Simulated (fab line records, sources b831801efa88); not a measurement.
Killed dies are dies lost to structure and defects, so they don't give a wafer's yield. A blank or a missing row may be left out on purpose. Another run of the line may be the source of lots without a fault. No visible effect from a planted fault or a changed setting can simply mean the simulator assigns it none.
fab line records | flow sky130
record lots=7 | wafers=21 | last-day=49
route steps=708 shown NWELL@61 PAD_OPEN@708
lots that met no fault: taken from a fault-free run of the same line
start-h: start of the lot's first displayed wafer, in hours after the record's first day | wait-h: how many hours have passed since the lot's step before this one | " the same as in the row above | L1.1+2: a single row standing in for several wafers | - value missing, or start not given | * or withheld: withheld | < > ~ a bound
route shown NAME@n: names a module that has steps shown in the file, with the first one's number in the route | usual: mean and standard deviation over wafers with no fault | same: alike in all rows | chamber/n: place in a boat | sites: each site's reading | _std_site: standard deviation of those values | _edge_site: inner sites' mean taken away from outer sites' mean | radius-mm: for every site, how far away it sits from the centre of the wafer | mask NAME#n: copy n | behind: tool/chamber where the wafer was last shaped | hold: why the lot went on hold/how many hours it stayed there/how the hold came to an end | device: which transistor (n, p or np) failed to switch | end of line: the same wafers' tests at the end of the route | a step given without rows: its recipe and nothing more | killed: dies that structure and defects cost at the first sort, which is not the same as the wafer's yield | map: shows each die of a wafer: x if killed, . if not, _ if none is there
set.NAME: the run value of the setting; set.NAME@STEP: its run value at that earlier step | model.NAME: the simulator's own value behind a step, which no gauge read
lots at some steps of the route; a table a step, a row a wafer
services: from which hour (start-h, from the record's first day; less than 0 if before it) a tool's chamber was out of use, for how many hours, and why
## steps
# step SKY_NWELL_PEB_08
# recipe temp-c=115 | time-s=withheld
# step SKY_NWELL_DEVELOP_09
# recipe wall-angle-deg=90 | developer=TMAH | develop-time-s=60 | dev-temp-c=23
# step SKY_NWELL_OVL_MEAS_10
# usual NWELL_00_OVL=0.5/1.3
lot.wafer | tool       | chamber | start-h | wait-h | NWELL_00_OVL[nm]
L384.1    | overlay-02 | -       | 79.17   | -      | 0.7
L384.5    | "          | -       | "       | "      | 0.3
L384.6    | "          | -       | "       | "      | -0.4
L388.1    | overlay-01 | -       | 110.27  | -      | 2.3
L388.4    | "          | -       | "       | "      | -0.2
L388.6    | "          | -       | "       | "      | -0.8
L389.2    | overlay-01 | -       | 112.57  | -      | 1.5
L389.3    | "          | -       | "       | "      | 1.2
L389.4    | "          | -       | "       | "      | -0.6
L390.2    | overlay-01 | -       | 117.72  | -      | 1.0
L390.4    | "          | -       | "       | "      | -0.7
L390.6    | "          | -       | "       | "      | -1.0
L393.2    | overlay-02 | -       | 137.48  | -      | 1.4
L393.3    | "          | -       | "       | "      | 1.1
L393.4    | "          | -       | "       | "      | 0.5
L394.1    | overlay-01 | -       | 143.61  | -      | -1.4
L394.4    | "          | -       | "       | "      | -2.1
L394.5    | "          | -       | "       | "      | -0.4
L402.3    | overlay-02 | -       | 190.77  | -      | 1.5
L402.4    | "          | -       | "       | "      | -0.6
L402.5    | "          | -       | "       | "      | -2.2
# step SKY_NWELL_IMPLANT_11
# recipe species=P | energy-kev=400 | dose-cm2=1.9e+13 | tilt-deg=withheld
# step SKY_NWELL_IMPLANT_12
# recipe species=P | energy-kev=120 | dose-cm2=1.3e+12 | tilt-deg=withheld
# step SKY_NWELL_IMPLANT_13
# recipe species=P | energy-kev=50 | dose-cm2=7e+11 | tilt-deg=withheld
# step SKY_NWELL_STRIP_14
# recipe chemistry=O2/N2 | power-w=1400 | pressure-mtorr=1500 | platen-temp-c=withheld | o2-flow-sccm=3000 | n2-flow-sccm=300 | overash-fraction=0.5
# usual drypump-motor-current-A=5.9/0.46 | n2-flow-sccm=300.1/0.95 | oes-product-au=0.722/0.0045 | strip-time-to-endpoint-s=36.89/0.11
lot.wafer | tool            | chamber | start-h | wait-h | drypump-motor-current-A | n2-flow-sccm | oes-product-au | rf-hours-counter-h | strip-time-to-endpoint-s
L384.1    | plasma-asher-03 | 0       | 79.66   | 0.1    | 6.2                     | 300.4        | 0.725          | 38                 | 36.95
L384.5    | "               | 1       | "       | "      | 6.2                     | 299.4        | 0.729          | -                  | 37.09
L384.6    | "               | 0       | "       | "      | 6.2                     | 300.2        | 0.723          | -                  | 36.91
L388.1    | plasma-asher-03 | 0       | 110.76  | 0.1    | 6.2                     | 297.7        | 0.721          | 42                 | 36.78
L388.4    | "               | 0       | "       | "      | 6.2                     | 299.6        | 0.723          | -                  | 36.75
L388.6    | "               | 1       | "       | "      | 6.2                     | 300.1        | 0.711          | -                  | 36.77
L389.2    | plasma-asher-04 | 0       | 113.05  | 0.1    | 5.8                     | 299.8        | 0.725          | 32                 | 36.99
L389.3    | "               | 0       | "       | "      | 5.8                     | 299.2        | 0.720          | -                  | 37.11
L389.4    | "               | 1       | "       | "      | 6.4                     | 300.4        | 0.718          | -                  | 36.96
L390.2    | plasma-asher-03 | 1       | 118.20  | 0.1    | 6.2                     | 300.6        | 0.717          | 43                 | 36.86
L390.4    | "               | 1       | "       | "      | 6.2                     | 298.7        | 0.718          | -                  | 36.77
L390.6    | "               | 1       | "       | "      | 6.3                     | 300.3        | 0.723          | -                  | 36.85
L393.2    | plasma-asher-03 | 0       | 137.96  | 0.1    | 6.2                     | 299.6        | 0.724          | 45                 | 37.11
L393.3    | "               | 0       | "       | "      | 6.2                     | 299.6        | 0.727          | -                  | 37.06
L393.4    | "               | 1       | "       | "      | 6.2                     | 298.6        | 0.727          | -                  | 37.01
L394.1    | plasma-asher-04 | 1       | 144.10  | 0.1    | 6.4                     | 300.5        | 0.724          | 35                 | 36.72
L394.4    | "               | 0       | "       | "      | 5.8                     | 299.9        | 0.723          | -                  | 36.77
L394.5    | "               | 1       | "       | "      | 6.4                     | 301.1        | 0.721          | -                  | 36.86
L402.3    | plasma-asher-01 | 0       | 191.28  | 0.1    | 5.8                     | 299.2        | 0.716          | -                  | 36.97
L402.4    | "               | 1       | "       | "      | 4.9                     | 301.9        | 0.713          | -                  | 36.99
L402.5    | "               | 1       | "       | "      | 4.9                     | 300.9        | 0.717          | -                  | 36.88
# step SKY_NWELL_TW_MEAS_15
# usual NWELL_TW=1825/7.9
lot.wafer | tool          | chamber | start-h | wait-h | NWELL_TW
L384.1    | film-metro-01 | -       | 79.76   | 0.1    | 1835
L384.5    | "             | -       | "       | "      | 1831
L384.6    | "             | -       | "       | "      | 1849
L388.1    | film-metro-03 | -       | 110.86  | 0.1    | 1839
L388.4    | "             | -       | "       | "      | 1840
L388.6    | "             | -       | "       | "      | 1830
L389.2    | film-metro-03 | -       | 113.16  | 0.1    | 1836
L389.3    | "             | -       | "       | "      | 1826
L389.4    | "             | -       | "       | "      | 1826
L390.2    | film-metro-01 | -       | 118.31  | 0.1    | 1829
L390.4    | "             | -       | "       | "      | 1815
L390.6    | "             | -       | "       | "      | 1819
L393.2    | film-metro-01 | -       | 138.07  | 0.1    | 1826
L393.3    | "             | -       | "       | "      | 1838
L393.4    | "             | -       | "       | "      | 1837
L394.1    | film-metro-03 | -       | 144.23  | 0.1    | 1817
L394.4    | "             | -       | "       | "      | 1826
L394.5    | "             | -       | "       | "      | 1812
L402.3    | film-metro-04 | -       | 191.37  | 0.1    | 1833
L402.4    | "             | -       | "       | "      | 1820
L402.5    | "             | -       | "       | "      | 1829
# step SKY_NWELL_DEHYDRATE_16
# recipe temp-c=200 | time-s=60
# step SKY_NWELL_HMDS_17
# recipe prime-time-s=60 | prime-temp-c=120
# step SKY_NWELL_COAT_18
# recipe spin-rpm=2000 | resist-thk-nm=3000
# step SKY_NWELL_SOFTBAKE_19
# recipe temp-c=110 | time-s=withheld
# step SKY_NWELL_EXPOSE_20
# recipe mask-id=NWM_COMPLEMENT | na=0.6 | source-shape=conventional | sigma-outer=0.6 | polarization=unpolarized | target-cd-nm=840 | dose-mj=260
lot.wafer  | tool             | chamber | start-h | wait-h | mask             | model.NWELL.overlay-x-nm
L384.1+5+6 | iline-stepper-02 | 0       | 88.21   | -      | NWM_COMPLEMENT#0 | 1.256
L388.1+4+6 | iline-stepper-02 | 0       | 120.07  | -      | NWM_COMPLEMENT#0 | -0.4336
L389.2+3+4 | iline-stepper-01 | 0       | 122.12  | -      | NWM_COMPLEMENT#0 | 0.2601
L390.2+4+6 | iline-stepper-01 | 0       | 127.88  | -      | NWM_COMPLEMENT#0 | 186.5
L393.2+3+4 | iline-stepper-01 | 0       | 148.16  | -      | NWM_COMPLEMENT#0 | 187
L394.1+4+5 | iline-stepper-01 | 0       | 154.06  | -      | NWM_COMPLEMENT#0 | 187.9
L402.3+4+5 | iline-stepper-02 | 0       | 201.04  | -      | NWM_COMPLEMENT#0 | 0.3365
# step SKY_NWELL_PEB_21
# recipe temp-c=115 | time-s=withheld
# step SKY_NWELL_DEVELOP_22
# recipe wall-angle-deg=90 | developer=TMAH | develop-time-s=57.51 | dev-temp-c=23
# step SKY_NWELL_OVL_MEAS_23
# usual NWELL_01_OVL=0.7/1.3
lot.wafer | tool       | chamber | start-h | wait-h | NWELL_01_OVL[nm]
L384.1    | overlay-02 | -       | 96.42   | -      | 2.7
L384.5    | "          | -       | "       | "      | 3.3
L384.6    | "          | -       | "       | "      | 2.4
L388.1    | overlay-01 | -       | 128.97  | -      | 0.0
L388.4    | "          | -       | "       | "      | -1.9
L388.6    | "          | -       | "       | "      | -1.0
L389.2    | overlay-02 | -       | 131.12  | -      | 1.6
L389.3    | "          | -       | "       | "      | -0.1
L389.4    | "          | -       | "       | "      | 1.1
L390.2    | overlay-02 | -       | 137.13  | -      | 187.2
L390.4    | "          | -       | "       | "      | 185.5
L390.6    | "          | -       | "       | "      | 188.1
L393.2    | overlay-02 | -       | 157.93  | -      | 187.8
L393.3    | "          | -       | "       | "      | 186.6
L393.4    | "          | -       | "       | "      | 188.5
L394.1    | overlay-02 | -       | 163.57  | -      | 186.1
L394.4    | "          | -       | "       | "      | 188.2
L394.5    | "          | -       | "       | "      | 188.1
L402.3    | overlay-01 | -       | 210.73  | -      | 1.0
L402.4    | "          | -       | "       | "      | 0.1
L402.5    | "          | -       | "       | "      | 2.9
# step SKY_NWELL_IMPLANT_24
# recipe species=B | energy-kev=140 | dose-cm2=9.2e+12 | tilt-deg=withheld
# step SKY_PAD_OPEN_PROBE_99
# usual killed_at_M0_to_M3=43/7 | killed_at_M4_up=3.0/1.9 | killed-at-contacts=24/4.6 | killed-at-front-end=15/4.1 | killed-at-other=0.3/0.52 | killed-dies=84/9.7 | killed-on-rim=16/3.6 | killed-open=46/6.9 | killed-short=38/6.8
# same gross-dies=492 | killed-at-back-side=0
lot.wafer | tool      | chamber | start-h | wait-h | killed_at_M0_to_M3 | killed_at_M4_up | killed-at-contacts | killed-at-front-end | killed-at-other | killed-dies | killed-on-rim | killed-open | killed-short | model.etest.pfet_16v.r-on-ohm-um | model.etest.nfet_16v.r-on-ohm-um | model.etest.pfet_16v.drive-ua-um | model.etest.nfet_16v.drive-ua-um | model.etest.sram-pfet-latch.off-log10-a-um | model.etest.sram-pfet-latch.vt-sat-v | model.etest.pfet_16v.vt-v
L384.1    | prober-01 | -       | 1066.08 | 0.1    | 37                 | 1               | 25                 | 22                  | 0               | 85          | 12            | 46          | 39           | 1.588e+04                        | 1.397e+04                        | 234                              | 224.4                            | -12.93                                     | -0.7729                              | -1.13
L384.5    | prober-01 | -       | 1066.28 | 0.2    | 44                 | 1               | 23                 | 12                  | 0               | 80          | 19            | 41          | 38           | 1.557e+04                        | 1.384e+04                        | 241.7                            | 224.9                            | -13.03                                     | -0.8136                              | -1.123
L384.6    | prober-01 | -       | 1066.33 | 0.2    | 40                 | 3               | 29                 | 17                  | 0               | 89          | 19            | 54          | 35           | 1.571e+04                        | 1.395e+04                        | 236.9                            | 224.3                            | -12.45                                     | -0.7491                              | -1.121
L388.1    | prober-01 | -       | 1098.62 | 0.1    | 42                 | 3               | 23                 | 14                  | 0               | 82          | 18            | 46          | 36           | 1.579e+04                        | 1.4e+04                          | 236.6                            | 225                              | -13.2                                      | -0.8135                              | -1.098
L388.4    | prober-01 | -       | 1098.77 | 0.2    | 38                 | 6               | 14                 | 10                  | 0               | 68          | 15            | 37          | 31           | 1.599e+04                        | 1.402e+04                        | 234.7                            | 226.9                            | -13.02                                     | -0.797                               | -1.099
L388.6    | prober-01 | -       | 1098.87 | 0.2    | 31                 | 3               | 21                 | 8                   | 0               | 63          | 11            | 30          | 33           | 1.577e+04                        | 1.404e+04                        | 234.5                            | 225.6                            | -12.81                                     | -0.7814                              | -1.111
L389.2    | prober-02 | -       | 1102.41 | 0.1    | 46                 | 3               | 30                 | 12                  | 0               | 91          | 17            | 50          | 41           | 1.559e+04                        | 1.458e+04                        | 240.7                            | 213.4                            | -12.52                                     | -0.758                               | -1.1
L389.3    | prober-02 | -       | 1102.46 | 0.2    | 44                 | 2               | 23                 | 13                  | 0               | 82          | 16            | 50          | 32           | 1.547e+04                        | 1.433e+04                        | 244.8                            | 219.8                            | -12.86                                     | -0.7851                              | -1.096
L390.2    | prober-01 | -       | 1108.15 | 0.1    | 32                 | 2               | 27                 | 26                  | 0               | 87          | 18            | 46          | 36           | 2.046e+04                        | 1.783e+04                        | 166                              | 191.1                            | -12.37                                     | -0.7541                              | -1.131
L390.4    | prober-01 | -       | 1108.25 | 0.2    | 46                 | 2               | 24                 | 21                  | 0               | 93          | 18            | 51          | 35           | 2.035e+04                        | 1.792e+04                        | 171.1                            | 193                              | -12.56                                     | -0.764                               | -1.122
L390.6    | prober-01 | -       | 1108.35 | 0.2    | 38                 | 7               | 21                 | 11                  | 0               | 77          | 16            | 41          | 33           | 2.092e+04                        | 1.804e+04                        | 165.7                            | 191.3                            | -12.82                                     | -0.7651                              | -1.133
L393.2    | prober-02 | -       | 1130.48 | 0.1    | 35                 | 1               | 25                 | 19                  | 0               | 80          | 14            | 46          | 30           | 2.023e+04                        | 1.862e+04                        | 170.6                            | 188.1                            | -11.93                                     | -0.7134                              | -1.138
L393.3    | prober-02 | -       | 1130.53 | 0.2    | 39                 | 5               | 21                 | 14                  | 0               | 79          | 15            | 42          | 33           | 2.07e+04                         | 1.853e+04                        | 165                              | 190.4                            | -12.62                                     | -0.7779                              | -1.144
L393.4    | prober-02 | -       | 1130.58 | 0.2    | 42                 | 2               | 25                 | 20                  | 0               | 89          | 22            | 44          | 39           | 2.081e+04                        | 1.849e+04                        | 165.6                            | 189.8                            | -12.63                                     | -0.7679                              | -1.135
L394.1    | prober-01 | -       | 1133.78 | 0.1    | 48                 | 1               | 25                 | 15                  | 0               | 89          | 15            | 50          | 35           | 2.429e+04                        | 1.802e+04                        | 157.7                            | 199.2                            | -12.55                                     | -0.7466                              | -1.093
L394.4    | prober-01 | -       | 1133.93 | 0.2    | 25                 | 3               | 25                 | 17                  | 0               | 70          | 14            | 38          | 25           | 2.517e+04                        | 1.825e+04                        | 149.9                            | 193.5                            | -12.35                                     | -0.7421                              | -1.099
L394.5    | prober-01 | -       | 1133.98 | 0.2    | 46                 | 8               | 27                 | 20                  | 0               | 101         | 20            | 47          | 47           | 2.47e+04                         | 1.837e+04                        | 155.5                            | 194.9                            | -12.35                                     | -0.7461                              | -1.088
L402.3    | prober-02 | -       | 1174.88 | 0.2    | 48                 | 2               | 24                 | 14                  | 0               | 88          | 18            | 51          | 37           | 1.522e+04                        | 1.451e+04                        | 247.2                            | 214.7                            | -11.9                                      | -0.6943                              | -1.086
L402.4    | prober-02 | -       | 1174.93 | 0.2    | 40                 | 3               | 24                 | 8                   | 1               | 76          | 23            | 42          | 33           | 1.56e+04                         | 1.446e+04                        | 243.8                            | 212.2                            | -11.97                                     | -0.7089                              | -1.083
L402.5    | prober-02 | -       | 1174.98 | 0.2    | 46                 | 2               | 28                 | 11                  | 0               | 87          | 14            | 42          | 45           | 1.521e+04                        | 1.453e+04                        | 246.7                            | 213.7                            | -12.06                                     | -0.7211                              | -1.083
# killed by level:class
L384.1 VIA1:geometric-particle:open=11 CONTACT:geometric-particle:open=9 CONTACT:geometric-particle:short=7 VIA1:geometric-particle:short=7 LI_CONTACT:geometric-particle:open=6 VIA3:geometric-particle:open=6 FIELD_ISO:geometric-particle:short=5 POLY_GATE:geometric-particle:short=4
L384.5 VIA1:geometric-particle:open=16 POLY_GATE:geometric-particle:short=6 LOCAL_INTERCONNECT:geometric-particle:short=6 CONTACT:geometric-particle:open=6 METAL1:geometric-particle:short=6 CONTACT:geometric-particle:short=5 VIA2:geometric-particle:open=5 VIA3:geometric-particle:open=5
L384.6 CONTACT:geometric-particle:open=11 LI_CONTACT:geometric-particle:open=9 VIA1:geometric-particle:open=9 METAL2:geometric-particle:short=7 VIA2:geometric-particle:open=5 LOCAL_INTERCONNECT:geometric-particle:short=5 VIA3:geometric-particle:open=5 POLY_GATE:geometric-particle:open=4
L388.1 CONTACT:geometric-particle:open=11 LI_CONTACT:geometric-particle:open=8 METAL2:geometric-particle:short=8 VIA3:geometric-particle:open=8 FIELD_ISO:geometric-particle:short=6 METAL1:geometric-particle:short=6 VIA1:geometric-particle:open=5 POLY_GATE:geometric-particle:open=4
L388.4 CONTACT:geometric-particle:open=7 VIA2:geometric-particle:open=5 METAL1:geometric-particle:short=5 VIA1:geometric-particle:open=5 VIA2:geometric-particle:short=5 VIA3:geometric-particle:open=5 POLY_GATE:geometric-particle:open=4 METAL2:geometric-particle:short=4
L388.6 CONTACT:geometric-particle:short=8 VIA1:geometric-particle:open=7 VIA3:geometric-particle:open=7 CONTACT:geometric-particle:open=6 LOCAL_INTERCONNECT:geometric-particle:short=4 FIELD_ISO:geometric-particle:short=3 POLY_GATE:geometric-particle:short=3 VIA2:geometric-particle:short=3
L389.2 CONTACT:geometric-particle:open=11 VIA1:geometric-particle:open=10 LI_CONTACT:geometric-particle:open=9 VIA1:geometric-particle:short=7 LOCAL_INTERCONNECT:geometric-particle:short=6 POLY_GATE:geometric-particle:short=5 METAL1:geometric-particle:short=5 POLY_GATE:geometric-particle:open=4
L389.3 VIA1:geometric-particle:open=15 CONTACT:geometric-particle:open=11 VIA2:geometric-particle:open=8 VIA3:geometric-particle:open=6 VIA1:geometric-particle:short=5 POLY_GATE:geometric-particle:short=5 LOCAL_INTERCONNECT:geometric-particle:short=5 LI_CONTACT:geometric-particle:open=5
L390.2 VIA1:geometric-particle:open=12 CONTACT:geometric-particle:open=11 FIELD_ISO:geometric-particle:short=6 LI_CONTACT:geometric-particle:open=6 CONTACT:geometric-particle:short=5 METAL1:geometric-particle:short=5 FIELD_ISO:geometric-particle:open=4 VIA3:geometric-particle:short=4
L390.4 VIA2:geometric-particle:open=10 CONTACT:geometric-particle:open=8 VIA1:geometric-particle:open=8 VIA3:geometric-particle:open=7 NWELL:overlay=7 VIA1:geometric-particle:short=6 POLY_GATE:geometric-particle:open=5 CONTACT:geometric-particle:short=5
L390.6 VIA1:geometric-particle:open=10 VIA3:geometric-particle:open=8 METAL4:geometric-particle:short=7 VIA2:geometric-particle:open=6 LI_CONTACT:geometric-particle:open=6 CONTACT:geometric-particle:open=6 METAL3:geometric-particle:short=5 LOCAL_INTERCONNECT:geometric-particle:short=4
L393.2 CONTACT:geometric-particle:open=9 VIA1:geometric-particle:open=9 LI_CONTACT:geometric-particle:open=7 FIELD_ISO:geometric-particle:short=6 VIA3:geometric-particle:open=6 VIA2:geometric-particle:short=5 LOCAL_INTERCONNECT:geometric-particle:short=4 FIELD_ISO:geometric-particle:open=3
L393.3 VIA3:geometric-particle:open=9 CONTACT:geometric-particle:open=8 LI_CONTACT:geometric-particle:open=6 VIA1:geometric-particle:open=6 METAL2:geometric-particle:short=6 VIA3:geometric-particle:short=5 VIA2:geometric-particle:short=5 FIELD_ISO:geometric-particle:open=4
L393.4 VIA1:geometric-particle:open=12 FIELD_ISO:geometric-particle:short=8 VIA2:geometric-particle:open=7 CONTACT:geometric-particle:short=6 CONTACT:geometric-particle:open=6 NWELL:overlay=6 LI_CONTACT:geometric-particle:open=5 VIA2:geometric-particle:short=5
L394.1 VIA1:geometric-particle:open=12 LI_CONTACT:geometric-particle:open=10 METAL2:geometric-particle:short=8 VIA2:geometric-particle:open=7 CONTACT:geometric-particle:open=6 LOCAL_INTERCONNECT:geometric-particle:short=4 METAL1:geometric-particle:short=4 VIA3:geometric-particle:short=4
L394.4 CONTACT:geometric-particle:open=10 VIA1:geometric-particle:open=8 VIA3:geometric-particle:open=7 NWELL:overlay=7 FIELD_ISO:geometric-particle:short=4 LI_CONTACT:geometric-particle:short=4 LI_CONTACT:geometric-particle:open=4 CONTACT:geometric-particle:short=4
L394.5 CONTACT:geometric-particle:open=9 VIA1:geometric-particle:open=9 VIA3:geometric-particle:open=9 CONTACT:geometric-particle:short=8 NWELL:overlay=7 METAL2:geometric-particle:short=6 METAL3:geometric-particle:short=6 METAL4:geometric-particle:short=5
L402.3 VIA2:geometric-particle:open=14 VIA1:geometric-particle:open=10 METAL1:geometric-particle:short=8 CONTACT:geometric-particle:short=8 CONTACT:geometric-particle:open=7 LI_CONTACT:geometric-particle:open=6 FIELD_ISO:geometric-particle:short=5 FIELD_ISO:geometric-particle:open=4
L402.4 LI_CONTACT:geometric-particle:open=8 VIA1:geometric-particle:open=7 CONTACT:geometric-particle:open=6 METAL2:geometric-particle:short=6 CONTACT:geometric-particle:short=5 METAL1:geometric-particle:short=5 VIA2:geometric-particle:open=5 VIA3:geometric-particle:open=5
L402.5 CONTACT:geometric-particle:open=13 VIA1:geometric-particle:open=12 CONTACT:geometric-particle:short=9 METAL1:geometric-particle:short=6 VIA1:geometric-particle:short=6 METAL2:geometric-particle:short=6 FIELD_ISO:geometric-particle:open=4 METAL3:geometric-particle:short=4
## services
tool             | chamber | start-h | hours | kind
plasma-asher-04  | -       | 56.48   | 1.8   | repair
plasma-asher-03  | -       | 57.14   | 10.2  | repair
iline-stepper-02 | -       | 66.30   | 15.3  | repair
iline-stepper-01 | -       | 67.29   | 2.7   | repair
plasma-asher-01  | -       | 70.85   | 14.4  | pm
plasma-asher-04  | -       | 79.13   | 2.8   | pm
plasma-asher-01  | -       | 108.83  | 9.0   | pm
plasma-asher-01  | 0       | 108.83  | 9.0   | vent-cycle
plasma-asher-01  | 1       | 108.83  | 9.0   | vent-cycle
plasma-asher-01  | 0       | 117.83  | -     | clean
plasma-asher-01  | 1       | 117.83  | -     | clean
plasma-asher-01  | -       | 151.88  | 0.8   | repair
iline-stepper-02 | -       | 155.54  | 2.1   | pm
iline-stepper-02 | -       | 157.62  | -     | consumable-replace:lamp
iline-stepper-01 | 0       | 169.63  | -     | calibration
iline-stepper-02 | -       | 175.18  | 11.5  | repair
iline-stepper-02 | -       | 186.69  | 1.7   | pm
iline-stepper-01 | -       | 194.08  | 6.8   | repair
## key
first-sign step=SKY_NWELL_OVL_MEAS_23 | reading=NWELL_01_OVL | direction=up | sigmas=99+ | usual=0.7 | struck=187.3
effect none on later readings
model-effect step=SKY_NWELL_EXPOSE_20 | value=NWELL.overlay-x-nm | without=0.03289 | struck=187.1
model-effect step=SKY_PAD_OPEN_PROBE_99 | value=etest.pfet_16v.r-on-ohm-um | without=1.557e+04 | struck=2.196e+04
met-at SKY_NWELL_EXPOSE_20
struck-wafers L390.2,L390.4,L390.6,L393.2,L393.3,L393.4,L394.1,L394.4,L394.5
tester-left-out L390,L393,L394
onset-between 122.12 127.88
fault kind=scanner-matching-overlay | tool=iline-stepper-01 | chamber=- | onset-h=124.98 | steps=SKY_NWELL_EXPOSE_20 | offset=187.1
# tester-left-out: of these lots the tester's yield and bins aren't shown, on N5 and GAA mostly nor the transistor test; their killed dies are dies lost to structure and defects alone, not to doping, threshold or leakage, so they don't give the yield
